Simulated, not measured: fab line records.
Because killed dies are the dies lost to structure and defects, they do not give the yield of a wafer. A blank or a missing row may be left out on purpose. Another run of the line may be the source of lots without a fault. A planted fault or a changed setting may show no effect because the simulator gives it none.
fab line records | flow sky130
[record] lots = 5 wafers = 15 last_day = 50
route steps=708 shown CONTACT@426 METAL1@434 PAD_OPEN@708
lots that met no fault: from a run of the same line without faults
start_h: hours from the record's opening day to when the first of the lot's shown wafers began | wait_h: hours since the lot's step before | " unchanged from the row above | L1.1+2: a single row standing in for several wafers | - either no value or no given start | * or withheld: withheld | < > ~ a bound
route shown NAME@n: NAME is a module with steps in the file, n the number in the route of the first one | usual: mean and standard deviation over wafers with no fault | same: alike in all rows | chamber/n: place in a boat | sites: each site's reading | _std_site: how widely they spread, as a standard deviation | _edge_site: the outer-site mean with the inner-site mean subtracted | radius_mm: how far each site lies from the wafer's centre | mask NAME#n: copy n | behind: the last tool/chamber to shape the wafer | hold: reason for holding the lot/hours on hold/outcome of the hold | device: the n, p or np transistor that did not switch | end of line: the tests these same wafers got at the end of their route | where a step has no rows: the recipe by itself | killed: the dies lost at the first sort to structure and to defects; this is not the yield of the wafer | map: dies across one wafer; x = killed, . = not, _ = none there
set.NAME: the setting the step ran with; set.NAME@STEP: the setting that earlier step ran with | model.NAME: the simulator's own value behind a step, which no gauge read
lots seen at some steps along the route; tables by step, rows by wafer
services: a tool's chamber out of use, with start hour (start_h, from the record's first day; less than 0 if before it), hours out, and reason
[[steps]]
[step SKY_CONTACT_STRIP_20]
[recipe] chemistry = post_etch_residue_remover time_s = 1200 temp_c = 72.5
[step SKY_CONTACT_CLEAN_21]
[recipe] chemistry = IPA time_s = 180 temp_c = 25
[step SKY_CONTACT_CLEAN_22]
[recipe] chemistry = O3/DIW dry = n2_spin
[step SKY_CONTACT_SPUTTER_23]
[recipe] material = TiN target_thk_nm = 20 chamber_pressure_pa = 5 power_w = 4000 time_s = 80
[step SKY_CONTACT_CVD_24]
[recipe] material = W target_thk_nm = 340 time_s = 102.12 temp_c = 400 pressure_torr = 40
[usual] heater_power_w = 840/43
// columns lot.wafer tool chamber start_h wait_h heater_power_w
L133.3 cvd_w-01 1 785.64 0.1 899
L133.5 " 1 " " 896
L133.6 " 1 " " 880
L135.2 cvd_w-02 0 792.38 0.0 827
L135.3 " 1 " " 778
L135.4 " 0 " " 840
L140.4 cvd_w-02 0 842.47 0.1 845
L140.5 " 1 " " 815
L140.6 " 0 " " 860
L141.1 cvd_w-01 0 844.75 0.0 882
L141.2 " 1 " " 890
L141.3 " 0 " " 848
L149.3 cvd_w-02 0 900.13 0.1 835
L149.4 " 1 " " 792
L149.6 " 1 " " 772
[step SKY_CONTACT_RS_MEAS_25]
[recipe] thk_meas_gauge = four-point-probe reads = W_of_CONTACT_CVD_24+TiN_of_CONTACT_SPUTTER_23
[usual] CONTACT_W_RS = 0.337/0.0059
// columns lot.wafer tool chamber start_h wait_h CONTACT_W_RS[ohm/sq]
L133.3 film_metro-04 - 785.83 0.2 0.334
L133.5 " - " " 0.334
L133.6 " - " " 0.336
L135.2 film_metro-04 - 792.51 0.1 0.321
L135.3 " - " " 0.336
L135.4 " - " " 0.326
L140.4 film_metro-01 - 842.60 0.1 0.331
L140.5 " - " " 0.345
L140.6 " - " " 0.335
L141.1 film_metro-01 - 844.86 0.1 0.341
L141.2 " - " " 0.336
L141.3 " - " " 0.337
L149.3 film_metro-01 - 900.25 0.1 0.331
L149.4 " - " " 0.341
L149.6 " - " " 0.346
[step SKY_CONTACT_THK_MEAS_26]
[recipe] thk_meas_gauge = xrf reads = W_of_CONTACT_CVD_24
[usual] CONTACT_W_THK = 335/6.3
// columns lot.wafer tool chamber start_h wait_h CONTACT_W_THK[nm]
L133.3 film_metro-04 - 785.93 0.1 337
L133.5 " - " " 335
L133.6 " - " " 335
L135.2 film_metro-04 - 792.62 0.1 353
L135.3 " - " " 339
L135.4 " - " " 348
L140.4 film_metro-01 - 842.69 0.1 339
L140.5 " - " " 327
L140.6 " - " " 338
L141.1 film_metro-01 - 844.98 0.1 331
L141.2 " - " " 336
L141.3 " - " " 333
L149.3 film_metro-01 - 900.35 0.1 342
L149.4 " - " " 333
L149.6 " - " " 326
[step SKY_CONTACT_CMP_27]
[recipe] stop_on = SiO2 t_overpolish_s = 15 down_force_psi = 3.5 platen_rpm = 60 target_thk_nm = 0 pad_velocity_m_s = 0.94248
[usual] motor_current_A = 10.9/1 overpolish_run_s = 15.000/0.0095 time_to_endpoint_s = 84/3.7
// columns lot.wafer tool chamber start_h wait_h motor_current_A overpolish_run_s time_to_endpoint_s
L133.3 cmp-02 1 786.02 0.1 13.1 14.999 84
L133.6 " 0 " " 11.8 15.010 81
L133.5 " 1 " " 11.9 14.976 82
L135.3 cmp-01 2 792.67 0.0 10.2 15.008 82
L135.2 " 3 " " 10.3 15.019 85
L135.4 " 1 " " 12.5 15.003 83
L140.4 cmp-01 2 842.72 0.0 10.4 14.997 85
L140.5 " 2 " " 10.1 15.014 84
L140.6 " 3 " " 10.4 15.003 85
L141.2 cmp-02 2 845.09 0.1 10.4 14.978 77
L141.1 " 3 " " 9.8 15.006 79
L141.3 " 0 " " 11.7 14.991 83
L149.3 cmp-02 2 900.44 0.1 11.4 14.997 83
L149.4 " 3 " " 10.0 14.983 85
L149.6 " 2 " " 10.6 14.986 81
[step SKY_METAL1_SPUTTER_00]
[recipe] material = Ti target_thk_nm = 15 power_w = 3000 time_s = 10 chamber_pressure_pa = 0.4
[step SKY_METAL1_SPUTTER_01]
[recipe] material = TiN target_thk_nm = 20 power_w = 6500 time_s = 16.7 chamber_pressure_pa = 0.4
[step SKY_METAL1_SPUTTER_02]
[recipe] material = AlCu target_thk_nm = 250 power_w = 10600 time_s = 13.3 chamber_pressure_pa = 0.4
[step SKY_METAL1_SPUTTER_03]
[recipe] material = Ti target_thk_nm = 5 power_w = 3000 time_s = 3.3 chamber_pressure_pa = 0.4
[usual] chamber_pressure_pa = 0.4000/0.00082 throttle_valve_pct = 30.1/1.1
// columns lot.wafer tool chamber start_h wait_h chamber_pressure_pa throttle_valve_pct
L133.3 pvd_sputter-02 - 786.34 0.0 0.3998 28.7
L133.5 " - " " 0.4012 29.7
L133.6 " - " " 0.4005 28.6
L135.2 pvd_sputter-02 - 793.04 0.0 0.4011 29.4
L135.3 " - " " 0.4005 29.8
L135.4 " - " " 0.4005 28.7
L140.4 pvd_sputter-02 - 843.09 0.0 0.4014 29.3
L140.5 " - " " 0.3994 29.6
L140.6 " - " " 0.4000 29.4
L141.1 pvd_sputter-04 - 845.41 0.0 0.3997 30.4
L141.2 " - " " 0.3998 31.2
L141.3 " - " " 0.3997 32.3
L149.3 pvd_sputter-01 - 900.76 0.0 0.4001 30.1
L149.4 " - " " 0.3995 30.0
L149.6 " - " " 0.4010 30.2
[step SKY_METAL1_SPUTTER_04]
[recipe] material = TiN target_thk_nm = 70 power_w = 6500 time_s = 58.3 chamber_pressure_pa = 0.4
[usual] chamber_pressure_pa = 0.4001/0.00074 throttle_valve_pct = 30.1/1.1
// columns lot.wafer tool chamber start_h wait_h chamber_pressure_pa throttle_valve_pct model.TiN_of_METAL1_SPUTTER_04.thk_nm
L133.3 pvd_sputter-02 - 786.36 0.0 0.4006 28.5 69.95
L133.5 " - " " 0.4008 29.5 69.7
L133.6 " - " " 0.4012 28.8 69.56
L135.2 pvd_sputter-02 - 793.06 0.0 0.4001 29.3 69.14
L135.3 " - " " 0.3996 29.7 69.1
L135.4 " - " " 0.3990 28.6 68.98
L140.4 pvd_sputter-02 - 843.11 0.0 0.4005 29.0 69.48
L140.5 " - " " 0.4003 29.8 91.06
L140.6 " - " " 0.3993 29.4 69.98
L141.1 pvd_sputter-04 - 845.43 0.0 0.4000 30.2 69.16
L141.2 " - " " 0.4009 31.4 69.69
L141.3 " - " " 0.3999 32.2 69.69
L149.3 pvd_sputter-01 - 900.78 0.0 0.3985 30.2 69.14
L149.4 " - " " 0.4001 29.6 68.9
L149.6 " - " " 0.3991 30.3 69.17
[step SKY_METAL1_RS_MEAS_05]
[recipe] thk_meas_gauge = four-point-probe reads = TiN_of_METAL1_SPUTTER_04+Ti_of_METAL1_SPUTTER_03+AlCu_of_METAL1_SPUTTER_02+TiN_of_METAL1_SPUTTER_01+Ti_of_METAL1_SPUTTER_00
[usual] METAL1_ALCU_RS = 0.1264/0.001
// columns lot.wafer tool chamber start_h wait_h METAL1_ALCU_RS[ohm/sq]
L133.3 film_metro-02 - 786.45 0.1 0.1247
L133.5 " - " " 0.1263
L133.6 " - " " 0.1252
L135.2 film_metro-01 - 793.13 0.0 0.1287
L135.3 " - " " 0.1284
L135.4 " - " " 0.1272
L140.4 film_metro-02 - 843.22 0.1 0.1243
L140.5 " - " " 0.1247
L140.6 " - " " 0.1254
L141.1 film_metro-02 - 845.48 0.0 0.1271
L141.2 " - " " 0.1264
L141.3 " - " " 0.1260
L149.3 film_metro-03 - 900.87 0.1 0.1256
L149.4 " - " " 0.1261
L149.6 " - " " 0.1257
[step SKY_METAL1_THK_MEAS_06]
[recipe] thk_meas_gauge = xrf reads = AlCu_of_METAL1_SPUTTER_02
[usual] METAL1_ALCU_THK = 250.3/2.1
// columns lot.wafer tool chamber start_h wait_h METAL1_ALCU_THK[nm]
L133.3 film_metro-02 - 786.55 0.1 254.6
L133.5 " - " " 248.3
L133.6 " - " " 250.8
L135.2 film_metro-01 - 793.24 0.1 249.6
L135.3 " - " " 245.7
L135.4 " - " " 251.6
L140.4 film_metro-02 - 843.31 0.1 253.7
L140.5 " - " " 241.3
L140.6 " - " " 251.8
L141.1 film_metro-02 - 845.60 0.1 249.4
L141.2 " - " " 250.3
L141.3 " - " " 250.3
L149.3 film_metro-03 - 900.97 0.1 250.6
L149.4 " - " " 252.0
L149.6 " - " " 253.9
[step SKY_METAL1_DEHYDRATE_07]
[recipe] temp_c = 200 time_s = 60
[step SKY_METAL1_HMDS_08]
[recipe] prime_time_s = 60 prime_temp_c = 120
[step SKY_METAL1_COAT_09]
[recipe] resist = BARC temp_c = withheld time_s = withheld spin_rpm = 3000 resist_thk_nm = 60
[step SKY_METAL1_COAT_10]
[recipe] resist = KrF-thick spin_rpm = 3000 resist_thk_nm = 450
[step SKY_METAL1_SOFTBAKE_11]
[recipe] temp_c = 100 time_s = 90 resist = KrF-thick
[step SKY_METAL1_EXPOSE_12]
[recipe] mask_id = MM1 na = 0.8 source_shape = annular sigma_inner = 0.55 sigma_outer = 0.85 target_cd_nm = 140 dose_mj = 28
[step SKY_METAL1_PEB_13]
[recipe] peb_temp_c = withheld peb_time_s = withheld resist = KrF-thick
[step SKY_METAL1_DEVELOP_14]
[recipe] develop_time_s = 60 resist = KrF-thick dev_temp_c = 21
[step SKY_METAL1_CD_MEAS_15]
[recipe] target_cd_nm = 140
[usual] cd_nm = 139.6/1.4
// columns lot.wafer tool chamber start_h wait_h cd_nm
L133.3 cd_sem-02 - 812.72 - 138.6
L133.5 " - " " 139.0
L133.6 " - " " 137.4
L135.2 cd_sem-01 - 819.58 - 138.3
L135.3 " - " " 139.3
L135.4 " - " " 139.7
L140.4 cd_sem-01 - 869.17 - 139.4
L140.5 " - " " 138.7
L140.6 " - " " 137.4
L141.1 cd_sem-02 - 871.26 - 138.3
L141.2 " - " " 139.0
L141.3 " - " " 140.8
L149.3 cd_sem-01 - 925.65 - 140.4
L149.4 " - " " 141.9
L149.6 " - " " 140.3
[step SKY_METAL1_OVL_MEAS_16]
[usual] METAL1_OVL = 0/6.3
// columns lot.wafer tool chamber start_h wait_h METAL1_OVL[nm]
L133.3 overlay-02 - 812.81 0.1 7
L133.5 " - " " 1
L133.6 " - " " 2
L135.2 overlay-02 - 819.68 0.1 -2
L135.3 " - " " 6
L135.4 " - " " 3
L140.4 overlay-02 - 869.24 0.1 1
L140.5 " - " " 6
L140.6 " - " " 0
L141.1 overlay-01 - 871.38 0.1 -2
L141.2 " - " " 1
L141.3 " - " " 2
L149.3 overlay-02 - 925.74 0.1 6
L149.4 " - " " 1
L149.6 " - " " 4
[step SKY_METAL1_DESCUM_17]
[recipe] chemistry = O2 source_power_w = 150 bias_power_w = 0 pressure_mtorr = 10 temp_c = 40 time_s = 8
[usual] drypump_motor_current_A = 5.8/0.54 oes_product_au = 0.998/0.0074
// columns lot.wafer tool chamber start_h wait_h drypump_motor_current_A oes_product_au rf_hours_counter_h
L133.3 rie_metal-03 0 812.84 0.0 6.1 1.008 -
L133.5 " 0 " " 6.1 1.003 -
L133.6 " 1 " " 6.2 0.997 -
L135.2 rie_metal-04 1 819.71 0.0 5.4 1.002 7
L135.3 " 1 " " 5.3 1.005 -
L135.4 " 0 " " 4.9 0.997 -
L140.4 rie_metal-01 1 869.27 0.0 6.2 0.996 -
L140.5 " 0 " " 6.4 0.991 -
L140.6 " 1 " " 6.2 0.996 -
L141.1 rie_metal-03 1 871.41 0.0 6.2 0.996 14
L141.2 " 0 " " 6.1 1.002 6
L141.3 " 0 " " 6.1 0.997 -
L149.3 rie_metal-01 0 925.77 0.0 6.4 0.984 -
L149.4 " 1 " " 6.2 1.002 -
L149.6 " 1 " " 6.2 0.997 -
[step SKY_METAL1_ETCH_18]
[recipe] chemistry = N2/H2 target = BARC ion_energy_ev = 200 bias_w = 100 pressure_mtorr = 30 n2_flow_sccm = 100 h2_flow_sccm = 200 icp_w = 500 stop_on = SiO2 time_s = 45.9 target_depth_a = 600
[step SKY_METAL1_METAL_ETCH_19]
[recipe] target_depth_a = 3600 stop_on = SiO2 over_etch_frac = 0.3 time_s = 78 chemistry = Cl2/BCl3 resist_sidewall_deg = 88 pressure_mtorr = 10 icp_w = 900 bias_w = 48.5 Cl2_flow_sccm = 60 bcl3_flow_sccm = 30
[step SKY_METAL1_STRIP_20]
[recipe] chemistry = O2/N2 power_w = 1400 pressure_mtorr = 1500 platen_temp_c = withheld o2_flow_sccm = 3000 n2_flow_sccm = 300 overash_fraction = 0.5
[usual] drypump_motor_current_A = 5.8/0.62 oes_product_au = 0.344/0.0047 strip_time_to_endpoint_s = 2.72/0.033
// columns lot.wafer tool chamber start_h wait_h drypump_motor_current_A oes_product_au rf_hours_counter_h strip_time_to_endpoint_s
L133.3 plasma_asher-04 0 813.05 0.1 6.2 0.345 - 2.69
L133.5 " 0 " " 6.2 0.347 - 2.67
L133.6 " 1 " " 5.2 0.346 - 2.73
L135.2 plasma_asher-04 1 819.90 0.1 5.2 0.341 102 2.74
L135.3 " 1 " " 5.1 0.350 - 2.74
L135.4 " 0 " " 6.1 0.340 - 2.71
L140.4 plasma_asher-01 1 869.48 0.1 6.5 0.344 - 2.79
L140.5 " 1 " " 6.6 0.349 - 2.77
L140.6 " 0 " " 5.3 0.354 - 2.80
L141.1 plasma_asher-01 1 871.60 0.1 6.6 0.338 12 2.73
L141.2 " 0 " " 5.3 0.333 12 2.71
L141.3 " 1 " " 6.6 0.345 - 2.69
L149.3 plasma_asher-04 0 925.98 0.1 6.1 0.340 - 2.73
L149.4 " 1 " " 5.2 0.341 - 2.72
L149.6 " 1 " " 5.2 0.346 - 2.72
[step SKY_METAL1_STRIP_21]
[recipe] chemistry = post_etch_residue_remover time_s = 1200 temp_c = 72.5
// columns lot.wafer tool chamber start_h wait_h model.TiN_of_METAL1_SPUTTER_04.thk_nm
L133.3 wet_bench-02 2 813.12 0.0 69.53
L133.5 " 2 " " 69.28
L133.6 " 2 " " 69.14
L135.2 wet_bench-01 2 820.00 0.1 68.73
L135.3 " 2 " " 68.68
L135.4 " 2 " " 68.56
L140.4 wet_bench-03 2 869.55 0.0 69.05
L140.5 " 2 " " 90.64
L140.6 " 2 " " 69.55
L141.1 wet_bench-02 2 871.70 0.1 68.75
L141.2+3 " 2 " " 69.27
L149.3 wet_bench-02 2 926.05 0.0 68.71
L149.4 " 2 " " 68.47
L149.6 " 2 " " 68.75
[step SKY_METAL1_CLEAN_22]
[recipe] chemistry = IPA time_s = 180 temp_c = 25
[step SKY_PAD_OPEN_PROBE_99]
[usual] defect_limited_yield = 82.7/2.1 killed_at_M0_to_M3 = 43/7.2 killed_at_M4_up = 3.3/1.8 killed_at_contacts = 23/5.5 killed_at_front_end = 16/5.1 killed_at_other = 0.4/0.65 killed_dies = 85/10 killed_open = 46/7.1 killed_short = 38/7.2 sort_bin_3_pad_short = 0.9/0.41 sort_bin_5_function = 10.2/1.5 sort_bin_6_memory = 6.2/1.1 sort_n_pass = 407/10 sort_yield_pct = 82.7/2.1
[same] gross_dies = 492 killed_at_back_side = 0 sort_bin_4_leakage[%] = 0 sort_bin_8_speed[%] = 0
// columns lot.wafer tool chamber start_h wait_h defect_limited_yield[%] killed_at_M0_to_M3 killed_at_M4_up killed_at_contacts killed_at_front_end killed_at_other killed_dies killed_open killed_short sort_bin_3_pad_short[%] sort_bin_5_function[%] sort_bin_6_memory[%] sort_n_pass sort_yield_pct[%] model.etest.via1_chain.rc_ohm
L133.3 prober-01 - 1111.67 0.2 82.7 43 3 24 15 0 85 42 41 1.8 10.4 5.1 407 82.7 16.26
L133.5 prober-01 - 1111.77 0.2 82.5 42 3 23 18 0 86 53 33 0.4 10.6 6.5 406 82.5 15.97
L133.6 prober-01 - 1111.82 0.2 86.2 28 1 26 13 0 68 40 27 1.0 9.1 3.7 424 86.2 15.02
L135.2 prober-01 - 1118.38 0.1 82.1 40 6 23 19 0 88 44 44 0.4 10.0 7.5 404 82.1 16.02
L135.3 prober-01 - 1118.43 0.2 83.1 47 1 21 13 1 83 49 34 0.6 9.8 6.5 409 83.1 16.21
L135.4 prober-01 - 1118.48 0.2 81.7 41 6 24 18 1 90 60 29 0.4 12.0 5.9 402 81.7 15.44
L140.4 prober-02 - 1153.88 0.2 80.7 44 3 28 18 2 95 50 42 0.6 11.2 7.5 397 80.7 15.51
L140.5 prober-02 - 1153.93 0.2 79.3 47 4 26 23 2 102 52 48 1.6 10.6 8.5 390 79.3 18.38
L140.6 prober-02 - 1153.98 0.2 82.1 35 5 24 23 1 88 36 49 1.2 11.4 5.3 404 82.1 16.91
L141.1 prober-01 - 1155.79 0.1 80.5 53 2 26 14 1 96 55 41 0.4 12.2 6.9 396 80.5 16.77
L141.2 prober-01 - 1155.84 0.1 80.9 54 2 22 15 1 94 53 40 1.0 11.8 6.3 398 80.9 16.26
L141.3 prober-01 - 1155.89 0.2 84.3 38 4 20 15 0 77 47 30 0.2 8.5 6.9 415 84.3 16.75
L149.3 prober-01 - 1191.86 0.2 82.5 34 4 31 17 0 86 38 48 1.0 10.0 6.5 406 82.5 16.6
L149.4 prober-01 - 1191.91 0.2 83.9 26 1 38 14 0 79 47 32 0.6 8.9 6.5 413 83.9 16.51
L149.6 prober-01 - 1192.01 0.2 80.7 47 3 28 17 0 95 48 47 0.8 11.6 6.9 397 80.7 15.7
// killed by level:class
L133.3 METAL2:geometric_particle:short=9 CONTACT:geometric_particle:open=8 LI_CONTACT:geometric_particle:open=7 VIA3:geometric_particle:open=6 VIA2:geometric_particle:short=5 METAL1:geometric_particle:short=5 FIELD_ISO:geometric_particle:open=4 POLY_GATE:geometric_particle:open=4
L133.5 CONTACT:geometric_particle:open=11 VIA1:geometric_particle:open=11 VIA3:geometric_particle:open=7 POLY_GATE:geometric_particle:short=6 POLY_GATE:geometric_particle:open=6 LI_CONTACT:geometric_particle:open=6 VIA1:geometric_particle:short=5 VIA2:geometric_particle:open=4
L133.6 CONTACT:geometric_particle:open=11 VIA1:geometric_particle:open=7 LOCAL_INTERCONNECT:geometric_particle:short=5 METAL1:geometric_particle:short=5 VIA2:geometric_particle:open=5 FIELD_ISO:geometric_particle:open=4 LI_CONTACT:geometric_particle:open=4 LI_CONTACT:geometric_particle:short=4
L135.2 METAL1:geometric_particle:short=9 VIA1:geometric_particle:open=8 POLY_GATE:geometric_particle:short=7 CONTACT:geometric_particle:short=7 CONTACT:geometric_particle:open=7 LI_CONTACT:geometric_particle:open=5 VIA2:geometric_particle:open=5 FIELD_ISO:geometric_particle:open=4
L135.3 VIA1:geometric_particle:open=14 CONTACT:geometric_particle:open=10 CONTACT:geometric_particle:short=7 POLY_GATE:geometric_particle:open=6 VIA2:geometric_particle:open=6 VIA3:geometric_particle:open=6 METAL1:geometric_particle:short=4 VIA1:geometric_particle:short=4
L135.4 CONTACT:geometric_particle:open=13 VIA1:geometric_particle:open=11 POLY_GATE:geometric_particle:open=6 VIA2:geometric_particle:open=6 POLY_GATE:geometric_particle:short=5 LI_CONTACT:geometric_particle:open=5 VIA3:geometric_particle:open=5 CONTACT:geometric_particle:short=4
L140.4 LI_CONTACT:geometric_particle:open=10 VIA2:geometric_particle:open=10 CONTACT:geometric_particle:open=7 CONTACT:geometric_particle:short=7 METAL1:geometric_particle:short=6 METAL2:geometric_particle:short=6 FIELD_ISO:geometric_particle:open=5 VIA1:geometric_particle:open=5
L140.5 VIA2:geometric_particle:open=10 LI_CONTACT:geometric_particle:open=8 VIA1:geometric_particle:open=8 POLY_GATE:geometric_particle:open=7 VIA1:geometric_particle:short=7 CONTACT:geometric_particle:short=6 FIELD_ISO:geometric_particle:open=5 LOCAL_INTERCONNECT:geometric_particle:short=5
L140.6 CONTACT:geometric_particle:open=8 POLY_GATE:geometric_particle:short=7 LOCAL_INTERCONNECT:geometric_particle:short=7 POLY_GATE:geometric_particle:open=6 VIA1:geometric_particle:short=6 VIA1:geometric_particle:open=6 VIA2:geometric_particle:open=6 FIELD_ISO:geometric_particle:short=5
L141.1 VIA1:geometric_particle:open=17 VIA3:geometric_particle:open=12 CONTACT:geometric_particle:short=10 CONTACT:geometric_particle:open=9 FIELD_ISO:geometric_particle:short=5 METAL1:geometric_particle:short=5 FIELD_ISO:geometric_particle:open=4 VIA2:geometric_particle:open=4
L141.2 CONTACT:geometric_particle:open=11 METAL1:geometric_particle:short=10 VIA1:geometric_particle:open=10 VIA1:geometric_particle:short=8 VIA3:geometric_particle:open=7 FIELD_ISO:geometric_particle:open=5 LI_CONTACT:geometric_particle:open=5 METAL3:geometric_particle:short=4
L141.3 CONTACT:geometric_particle:open=11 METAL2:geometric_particle:short=8 VIA1:geometric_particle:open=7 VIA3:geometric_particle:open=7 FIELD_ISO:geometric_particle:open=6 LI_CONTACT:geometric_particle:open=6 VIA3:geometric_particle:short=3 POLY_GATE:geometric_particle:open=3
L149.3 CONTACT:geometric_particle:open=10 LI_CONTACT:geometric_particle:short=7 VIA3:geometric_particle:open=7 CONTACT:geometric_particle:short=6 METAL2:geometric_particle:short=6 POLY_GATE:geometric_particle:short=5 VIA1:geometric_particle:open=5 POLY_GATE:geometric_particle:open=4
L149.4 CONTACT:geometric_particle:open=15 LI_CONTACT:geometric_particle:open=12 POLY_GATE:geometric_particle:short=6 LOCAL_INTERCONNECT:geometric_particle:short=5 VIA1:geometric_particle:open=4 VIA1:geometric_particle:short=4 METAL2:geometric_particle:short=4 POLY_GATE:geometric_particle:open=3
L149.6 CONTACT:geometric_particle:open=10 VIA1:geometric_particle:open=10 METAL1:geometric_particle:short=9 POLY_GATE:geometric_particle:open=7 LI_CONTACT:geometric_particle:open=7 FIELD_ISO:geometric_particle:short=4 LI_CONTACT:geometric_particle:short=4 VIA3:geometric_particle:short=4
[[services]]
// columns tool chamber start_h hours kind
cmp-01 - 765.48 1.9 repair
plasma_asher-01 - 772.12 1.7 repair
rie_metal-03 1 778.97 1.2 repair
plasma_asher-01 - 784.90 2.1 repair
plasma_asher-04 - 793.98 1.0 repair
cmp-01 - 799.31 5.4 pm
pvd_sputter-02 - 802.27 2.4 repair
cvd_w-02 0 811.66 13.0 repair
rie_metal-04 - 832.26 0.5 repair
plasma_asher-01 - 837.05 2.1 repair
pvd_sputter-01 - 844.08 1.8 repair
plasma_asher-04 - 846.12 0.6 repair
wet_bench-03 - 846.15 1.4 repair
pvd_sputter-04 - 849.94 0.6 repair
rie_metal-03 0 871.79 5.1 repair
wet_bench-01 - 874.46 3.3 repair
pvd_sputter-02 - 874.80 1.0 repair
cvd_w-02 - 904.00 14.0 pm
cvd_w-02 0 904.00 14.0 vent_cycle
cvd_w-02 1 904.00 14.0 vent_cycle
cmp-01 - 907.10 2.2 repair
cmp-02 - 912.00 4.0 pm
rie_metal-03 - 913.56 28.1 pm
cmp-02 - 916.00 - consumable_replace:conditioner
[[key]]
[first_sign] step = SKY_METAL1_THK_MEAS_06 reading = METAL1_ALCU_THK direction = down sigmas = 4.3 usual = 250.3 struck = 241.3
effect none on later readings
[model_effect] step = SKY_METAL1_SPUTTER_04 value = TiN_of_METAL1_SPUTTER_04.thk_nm without = 69.88 struck = 91.06
[model_effect] step = SKY_METAL1_STRIP_21 value = TiN_of_METAL1_SPUTTER_04.thk_nm without = 69.46 struck = 90.64
[model_effect] step = SKY_PAD_OPEN_PROBE_99 value = etest.via1_chain.rc_ohm without = 17.26 struck = 18.38
met_at SKY_METAL1_SPUTTER_04
struck_wafers L140.5
onset_between 793.06 843.11
[fault] kind = process_parameter_drift tool = pvd_sputter-02 chamber = - onset_h = 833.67 steps = SKY_METAL1_SPUTTER_04 channel = target_thk_nm offset = 21.181 shape = step end_h = 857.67 acts_in = these_recipes_only stated = 70 scope = struck_wafers_only
